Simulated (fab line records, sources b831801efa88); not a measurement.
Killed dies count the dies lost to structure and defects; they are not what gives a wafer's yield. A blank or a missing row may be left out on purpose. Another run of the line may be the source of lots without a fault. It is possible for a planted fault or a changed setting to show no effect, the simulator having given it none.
Split-lot study -- flow sky130 -- 23 wafers read across 5 lots, on a route 708 steps long

## ON THE SPLIT
At SKY_VIA2_CMP_02 (polishes SiO2), the setting leaveAboveRefNm was moved away from the recipe's 495 nm on 7 of the 23 wafers read, by -4.5% to +5.7%. This setting was run at the recipe's value on the other wafers.

## FROM THE SPLIT TO THE READING: what the file shows between them, 4 steps
- SKY_VIA2_COAT_07: resist thk 450 nm (also split here: resistThkNm)
- SKY_VIA2_SOFTBAKE_08: time 90 s
- SKY_VIA2_EXPOSE_09: exposes mask VIM2, target cd 200 nm
- SKY_VIA2_ETCH_14: etches BARC in N2/H2, stops on SiO2, time 45.9 s, target depth 60 nm

## THE READING
oesProductAu, in a.u., at SKY_VIA2_ETCH_15 (etches SiO2 in C4F8/O2/Ar, stops on TiN, target depth 546 nm, time 84 s). Fault-free wafers of this fab line usually give 0.939 a.u., standard deviation 0.0048 a.u.

wafer,"tool, chamber at the split","leaveAboveRefNm as run, nm",against the recipe,"oesProductAu, a.u.",against lot-mates on the recipe
L075.1,"cmp-01, 3",495,recipe,0.935,-
L075.2,"cmp-01, 0",495,recipe,0.937,-
L075.3,"cmp-01, 1",472.7,-4.5%,0.917,-0.022
L075.4,"cmp-01, 2",472.7,-4.5%,0.907,-0.032
L075.5,"cmp-01, 3",495,recipe,0.944,-
L078.2,"cmp-01, 1",495,recipe,0.949,-
L078.3,"cmp-01, 2",495,recipe,0.941,-
L078.4,"cmp-01, 3",495,recipe,0.932,-
L078.5,"cmp-01, 1",495,recipe,0.941,-
L078.6,"cmp-01, 0",495,recipe,0.934,-
L079.2,"cmp-01, 3,0",523,+5.7%,0.975,+0.039
L079.3,"cmp-01, 0",495,recipe,0.937,-
L079.4,"cmp-01, 1",495,recipe,0.937,-
L079.5,"cmp-01, 3,0",523,+5.7%,0.973,+0.037
L079.6,"cmp-01, 1",495,recipe,0.935,-
L080.2,"cmp-01, 1",511,+3.2%,0.954,+0.021
L080.3,"cmp-01, 2",495,recipe,0.933,-
L080.4,"cmp-01, 3",495,recipe,0.933,-
L080.5,"cmp-01, 2",511,+3.2%,0.953,+0.020
L080.6,"cmp-01, 3",511,+3.2%,0.962,+0.029
L084.1,"cmp-01, 1",495,recipe,0.942,-
L084.3,"cmp-01, 3",495,recipe,0.936,-
L084.6,"cmp-01, 1",495,recipe,0.945,-
When a row names more than one chamber, that row covers several wafers, and the file does not tell which wafer ran in which chamber.

THE FIT
A straight line over all 23 wafers: oesProductAu changes by +0.006 a.u. for each +1% of leaveAboveRefNm; r = +0.95; the points scatter about the line by 0.0048 a.u.
The same after taking each lot's own level away (the mean of its wafers on the recipe; 23 wafers): +0.00651 a.u. for each +1%; r = +0.97; scatter 0.0043 a.u.
On that fit, the largest move of leaveAboveRefNm shifts the reading by 0.037 a.u.
Measured against the standard deviation above, the lots' own levels, which go from 0.9330 to 0.9410 a.u., span 1.7 times it.
The two slopes agree, so the slope changes little with the lot-to-lot level.
Check: with one of the wafers moved furthest among these (+5.7%) left out of the fit, the line predicts +0.037 a.u. for it against its lot-mates. It came out at +0.0387 a.u. against them.

## THE OTHER SPLITS THESE WAFERS WENT THROUGH
Other splits were also applied to these wafers ahead of the reading. Each is held against what the fit with the lots' levels taken away leaves over:
other split on the same wafers,wafers away from the commonest value,r with oesProductAu (lot level and that fit taken away)
SKY_VIA2_COAT_07 resistThkNm,5,+0.28

## THE WHOLE CHAIN: every reading that the file lists as answering this split, in the file's order
step,what it does,reading,change (the file's fit),r (the file's)
SKY_VIA2_CMP_02,polishes SiO2,"SiO2_of_VIA2_HDPCVD_00.thkNm (the simulator's own value, which no gauge read)",+4.91 nm for each +1% of the setting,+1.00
SKY_VIA2_ETCH_15,"etches SiO2 in C4F8/O2/Ar, stops on TiN, target depth 546 nm, time 84 s",oesProductAu,+0.0065 a.u. for each +1% of the setting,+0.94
SKY_VIA2_ETCH_15,"etches SiO2 in C4F8/O2/Ar, stops on TiN, target depth 546 nm, time 84 s","etch.depthNm (the simulator's own value, which no gauge read)",+4.92 nm for each +1% of the setting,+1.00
SKY_VIA2_ETCH_15,"etches SiO2 in C4F8/O2/Ar, stops on TiN, target depth 546 nm, time 84 s","VIA2.featureDepthNm (the simulator's own value, which no gauge read)",+4.91 nm for each +1% of the setting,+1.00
SKY_METAL3_METAL_ETCH_18,"etches the open film in Cl2/BCl3, stops on SiO2, target depth 845 nm, time 183.1 s","SiO2_of_VIA2_HDPCVD_00.thkNm (the simulator's own value, which no gauge read)",+4.95 nm for each +1% of the setting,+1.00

## THE FILE'S OWN FIT
oesProductAu changes by +0.0065 a.u. for each +1% of leaveAboveRefNm, r = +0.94.
